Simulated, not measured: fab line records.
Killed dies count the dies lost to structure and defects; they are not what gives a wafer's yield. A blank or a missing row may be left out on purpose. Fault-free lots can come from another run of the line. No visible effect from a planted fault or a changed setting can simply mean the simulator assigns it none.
A lot that was struck, set against a sound lot    flow sfq_line    14 steps out of a route of 325
Sound: the wafers L438.2, L438.4, L438.5. Struck: wafer L449.1. (L449.2, L449.6 of the same lot were not struck and are left out.) The cause comes at the end.
Each step with rows lists, per side, the tool, then ch with its chambers, then its first start. Under that, the readings that differ: sound wafers    struck wafers    difference of the means    sigmas: that difference in standard deviations of wafers without a fault.
alike: same words and numbers on both sides, and readings whose means sit less than 2 such deviations apart. not compared: any withheld reading, any reading some wafer has no value for, any bound like >300 that may hide the same value, and any number with overlapping values for which the record gives no deviation.
The two part at a step that has a row with sigmas, a row that says differs or no value, or rows on one side only. Numbers that have no deviation but don't overlap get no sigmas and don't part them. A reading that every wafer of one side lacks parts them only if that side has two wafers or more.

first, 2 steps without rows for these wafers: SFQ_TRILAYER_I1_VIA_STRIP_SOLV_CLEAN_054 (cleans in NMP, time 600 s); SFQ_TRILAYER_M2_DEP_PRE_CLEAN_056 (time 22.5 s).
SFQ_TRILAYER_M2_DEP_SPUTTER_055: material Nb, target thk 200 nm, time 133.3 s.
  sound: pvd_sputter-04 at day 36 05:13; struck: pvd_sputter-04 at day 41 08:10
  alike: throttle_valve_pct
SFQ_M2_RS_MEAS_914: uses a four-point probe to measure.
  sound: film_metro-01 at day 36 05:19; struck: film_metro-02 at day 41 08:16
  alike: M2_NB_RS
then, 6 steps without rows for these wafers: SFQ_TRILAYER_M2_LITHO_COAT_062 (resist thk 62 nm); SFQ_TRILAYER_M2_LITHO_COAT_057 (resist thk 600 nm); SFQ_TRILAYER_M2_LITHO_SOFTBAKE_061; SFQ_TRILAYER_M2_LITHO_EXPOSE_058 (exposes mask M2, target cd 500 nm); SFQ_TRILAYER_M2_LITHO_PEB_060 (peb time 60 s); SFQ_TRILAYER_M2_LITHO_DEVELOP_059 (time 60 s).
-- the record jumps here: 6 days lie between the struck wafers' starts before and after --
SFQ_M2_OVL_MEAS_916:
  sound: overlay-01 at day 42 16:47; struck: overlay-02 at day 47 18:39
  alike: M2_OVL
SFQ_TRILAYER_M2_BARC_OPEN_METAL_ETCH_077: etches BARC in O2, target depth 125 nm, time 41.7 s.
  sound on rie_metal-03 ch 0,1, day 42 16:49; struck on rie_metal-03 ch 1, day 47 18:41
reading                                              sound              struck  difference  sigmas
rf_fwd_power_W (W)                                   589 595 592        687     +95         +30
model.KrF_of_TRILAYER_M2_LITHO_COAT_057.thk_nm (nm)  523.8 525.3 525.5  515.1   -9.8        
  alike: drypump_motor_current_A, oes_product_au
  not compared: rf_hours_counter_h
SFQ_TRILAYER_M2_ETCH_METAL_ETCH_060: etches Nb in Cl2/Ar, stops on SiO2, target depth 240 nm, time 120 s.
  sound on rie_metal-03 ch 0,1, day 42 16:52; struck on rie_metal-03 ch 1, day 47 18:45
reading                                              sound              struck  difference  sigmas
model.KrF_of_TRILAYER_M2_LITHO_COAT_057.thk_nm (nm)  382.1 384.9 385.8  375.4   -8.9        
  alike: drypump_motor_current_A, oes_product_au, rf_fwd_power_W
  not compared: rf_hours_counter_h
SFQ_TRILAYER_M2_STRIP_STRIP_061: strips in O2.
  sound on rie_metal-03 ch 0,1, day 42 16:59; struck on rie_metal-03 ch 1, day 47 18:52
  alike: drypump_motor_current_A, oes_product_au
  not compared: rf_hours_counter_h

WHERE THEY PART
Within this record, at SFQ_TRILAYER_M2_BARC_OPEN_METAL_ETCH_077 only. Later steps at which nothing parts them and some readings are alike: SFQ_TRILAYER_M2_ETCH_METAL_ETCH_060, SFQ_TRILAYER_M2_STRIP_STRIP_061.

WHY: whatever the simulator had introduced
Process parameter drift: rie_metal-03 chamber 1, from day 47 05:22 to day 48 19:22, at SFQ_TRILAYER_M2_BARC_OPEN_METAL_ETCH_077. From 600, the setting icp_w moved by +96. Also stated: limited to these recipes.
